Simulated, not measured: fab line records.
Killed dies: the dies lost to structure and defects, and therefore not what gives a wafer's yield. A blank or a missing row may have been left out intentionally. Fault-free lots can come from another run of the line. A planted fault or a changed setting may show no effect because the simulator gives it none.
Which tool is to blame? ; flow sky130 ; 12 lots, 35 wafers sampled, at 5 steps of a route of 708

## WHAT THE GAUGES READ, wafer by wafer
No reading from a measuring or inspecting step in the record can be judged against a usual standard deviation.

## WHAT TOOL EACH LOT RAN ON (gives the tool, then ch and the chambers of the sampled wafers, and finally the start)
lot;SKY_METAL4_ETCH_16;SKY_METAL5_DESCUM_14;SKY_METAL5_STRIP_17;SKY_PASSIVATION_CVD_02;SKY_PAD_OPEN_PROBE_99
L414;rieMetal-01 ch 0,1, day 41 14:54;rieMetal-03 ch 0,1, day 43 15:26;wetBench-01 ch 0, day 43 15:47;pecvd-01 ch 1,2, day 43 16:22;-
L415;rieMetal-02 ch 0,1, day 42 03:24;rieMetal-03 ch 0,1, day 44 04:04;wetBench-01 ch 3, day 44 04:26;pecvd-01 ch 0,1,2, day 44 05:10;-
L417;rieMetal-02 ch 0, day 42 15:46;rieMetal-04 ch 0,1, day 44 15:07;wetBench-01 ch 2, day 44 15:29;pecvd-01 ch 0,1,2, day 44 16:07;-
L418;rieMetal-02 ch 0,1, day 42 22:16;rieMetal-04 ch 0,1, day 44 22:17;wetBench-02 ch 2, day 44 22:40;pecvd-01 ch 0,2, day 44 23:15;prober-01, day 46 19:56
L420;rieMetal-01 ch 0,1, day 43 22:27;rieMetal-02 ch 0,1, day 45 20:55;wetBench-03 ch 2, day 45 21:26;pecvd-04 ch 0,2, day 45 22:00;-
L421;rieMetal-01 ch 0,1, day 44 00:19;rieMetal-02 ch 0,1, day 45 22:21;wetBench-03 ch 3, day 45 22:43;pecvd-03 ch 0,1,2, day 45 23:18;-
L423;rieMetal-03 ch 0,1, day 45 02:54;rieMetal-02 ch 0,1, day 46 22:50;wetBench-01 ch 1, day 46 23:12;pecvd-04 ch 0,1,2, day 46 23:49;-
L425;rieMetal-03 ch 0,1, day 45 18:55;rieMetal-02 ch 0,1, day 47 14:05;wetBench-02 ch 0, day 47 14:27;pecvd-04 ch 0,1,2, day 47 15:02;-
L427;rieMetal-02 ch 1, day 45 20:04;rieMetal-04 ch 0,1, day 47 14:45;wetBench-01 ch 2, day 47 15:07;pecvd-03 ch 2, day 47 15:42;prober-02, day 49 08:31
L428;rieMetal-01 ch 0,1, day 46 01:21;rieMetal-02 ch 0,1, day 47 20:13;wetBench-01 ch 0, day 47 20:37;pecvd-04 ch 0,2, day 47 21:11;prober-01, day 49 13:40
L429;rieMetal-03 ch 0,1, day 46 01:52;rieMetal-03 ch 1, day 47 20:51;wetBench-02 ch 0, day 47 21:13;pecvd-03 ch 1,2, day 47 21:48;-
L434;rieMetal-03 ch 0,1, day 47 17:16;rieMetal-03 ch 0,1, day 49 09:28;wetBench-01 ch 2, day 49 09:52;pecvd-03 ch 0,1, day 49 10:29;-
- SKY_METAL4_ETCH_16: etches BARC in N2/H2, stops on SiO2, time 88.2 s, target depth 60 nm.
- SKY_METAL5_DESCUM_14: chemistry O2, time 11 s.
- SKY_METAL5_STRIP_17: strips in post etch residue remover, time 1200 s.
- SKY_PASSIVATION_CVD_02: deposits Si3N4, target thk 540 nm.
- SKY_PAD_OPEN_PROBE_99

## WHAT THE TOOLS THEMSELVES READ (means of the sampled wafers that have a number; where no wafer has one, the mark that the record gives instead)
SKY_METAL4_ETCH_16. Usual: biasW 100.00 W, standard deviation 0.28; drypumpMotorCurrentA 6.0 A, standard deviation 0.52; oesProductAu 0.626 a.u., standard deviation 0.0043; throttleValvePct 13.204 %, standard deviation 0.0089.
lot;tool;biasW (W);drypumpMotorCurrentA (A);oesProductAu (a.u.);throttleValvePct (%);flag
L414;rieMetal-01;99.94;6.3;0.624;13.205;
L415;rieMetal-02;100.02;5.7;0.630;13.205;
L417;rieMetal-02;100.32;6.2;0.622;13.208;
L418;rieMetal-02;100.17;5.9;0.623;13.204;
L420;rieMetal-01;99.76;5.8;0.626;13.200;
L421;rieMetal-01;100.08;6.3;0.628;13.198;
L423;rieMetal-03;100.05;6.2;0.626;13.200;
L425;rieMetal-03;100.17;6.1;0.625;13.201;
L427;rieMetal-02;100.06;5.4;0.629;13.213;
L428;rieMetal-01;100.10;6.3;0.627;13.197;
L429;rieMetal-03;99.32;6.1;0.625;13.198;
L434;rieMetal-03;99.82;6.2;0.625;13.209;

SKY_METAL5_DESCUM_14. Usual: drypumpMotorCurrentA 6.02 A, standard deviation 0.29; oesProductAu 0.998 a.u., standard deviation 0.011.
lot;tool;drypumpMotorCurrentA (A);oesProductAu (a.u.);flag
L414;rieMetal-03;6.15;1.015;
L415;rieMetal-03;6.12;1.013;
L417;rieMetal-04;6.19;0.996;
L418;rieMetal-04;6.14;0.989;
L420;rieMetal-02;5.69;0.985;
L421;rieMetal-02;5.67;0.999;
L423;rieMetal-02;5.69;0.998;
L425;rieMetal-02;5.95;0.998;
L427;rieMetal-04;6.17;0.986;
L428;rieMetal-02;5.70;0.991;
L429;rieMetal-03;6.08;1.011;
L434;rieMetal-03;6.14;1.010;

SKY_METAL5_STRIP_17. Usual: tempC at 72.48 C, with a standard deviation of 0.13.
lot;tool;tempC (C);flag
L414;wetBench-01;72.34;
L415;wetBench-01;72.39;
L417;wetBench-01;72.39;
L418;wetBench-02;72.46;
L420;wetBench-03;72.39;
L421;wetBench-03;72.44;
L423;wetBench-01;72.54;
L425;wetBench-02;72.70;
L427;wetBench-01;72.43;
L428;wetBench-01;72.26;
L429;wetBench-02;72.46;
L434;wetBench-01;71.59;OFF

SKY_PASSIVATION_CVD_02. Usual: heaterPowerW 702 W, standard deviation 100; susceptorTempC 400.02 C, standard deviation 0.22.
lot;tool;heaterPowerW (W);susceptorTempC (C);flag
L414;pecvd-01;797;400.19;
L415;pecvd-01;734;399.96;
L417;pecvd-01;753;400.04;
L418;pecvd-01;738;400.21;
L420;pecvd-04;651;400.11;
L421;pecvd-03;682;400.07;
L423;pecvd-04;627;400.02;
L425;pecvd-04;645;399.89;
L427;pecvd-03;736;400.44;
L428;pecvd-04;623;400.09;
L429;pecvd-03;749;399.81;
L434;pecvd-03;614;400.00;

SKY_PAD_OPEN_PROBE_99. Usual: defectLimitedYield 82.4 %, standard deviation 2; killed_at_M0_to_M3 43, standard deviation 7; killed_at_M4_up 3.3, standard deviation 1.8; killedAtContacts 24, standard deviation 6.2; killedAtFrontEnd 16, standard deviation 4.7; killedAtOther 0.4, standard deviation 0.58; killedDies 87, standard deviation 10; killedOpen 47, standard deviation 6.4; killedShort 39, standard deviation 7; sort_bin_3_pad_short 0.9 %, standard deviation 0.35; sort_bin_5_function 10.3 %, standard deviation 1.5; sort_bin_6_memory 6.4 %, standard deviation 1.2; sortNPass 406, standard deviation 9.9; sortYieldPct 82.5 %, standard deviation 2.
lot;tool;defectLimitedYield (%);killed_at_M0_to_M3;killed_at_M4_up;killedAtContacts;killedAtFrontEnd;killedAtOther;killedDies;killedOpen;killedShort;sort_bin_3_pad_short (%);sort_bin_5_function (%);sort_bin_6_memory (%);sortNPass;sortYieldPct (%);flag
L418;prober-01;82.7;40;2.0;24;19;0.7;85;46;38;0.6;10.6;6.1;407;82.7;
L427;prober-02;83.0;44;2.5;26;11;0.5;84;48;34;0.8;9.9;6.2;408;83.0;
L428;prober-01;83.1;36;5.3;21;20;0.0;83;45;36;0.8;11.3;4.8;409;83.1;

## THE ANSWER, worked out from the rows above alone
Rule: lot off if the mean of its wafers having a number is beyond 3 standard deviations from the usual mean. A lot without any number at a reading at which 4 lots or more have one is off too. The other lots that the step has rows for count as sound. The gauges are gone through in route order, then the tools' own readings, and for those a lot's mean is taken as printed above. The first step at which some lot is off is used, and at that step the reading that is off furthest; a lot without a number counts as furthest.
Off, at SKY_METAL5_STRIP_17 on tempC: L434.
If a tool, at that step or one of the process steps before it, ran each lot that is off and ran no sound lot following the first of them, it fits. Undecided on this evidence; 2 tools fit (rieMetal-03 at SKY_METAL4_ETCH_16 and SKY_METAL5_DESCUM_14, wetBench-01 at SKY_METAL5_STRIP_17).

## WHAT WAS PUT IN BY THE SIMULATOR
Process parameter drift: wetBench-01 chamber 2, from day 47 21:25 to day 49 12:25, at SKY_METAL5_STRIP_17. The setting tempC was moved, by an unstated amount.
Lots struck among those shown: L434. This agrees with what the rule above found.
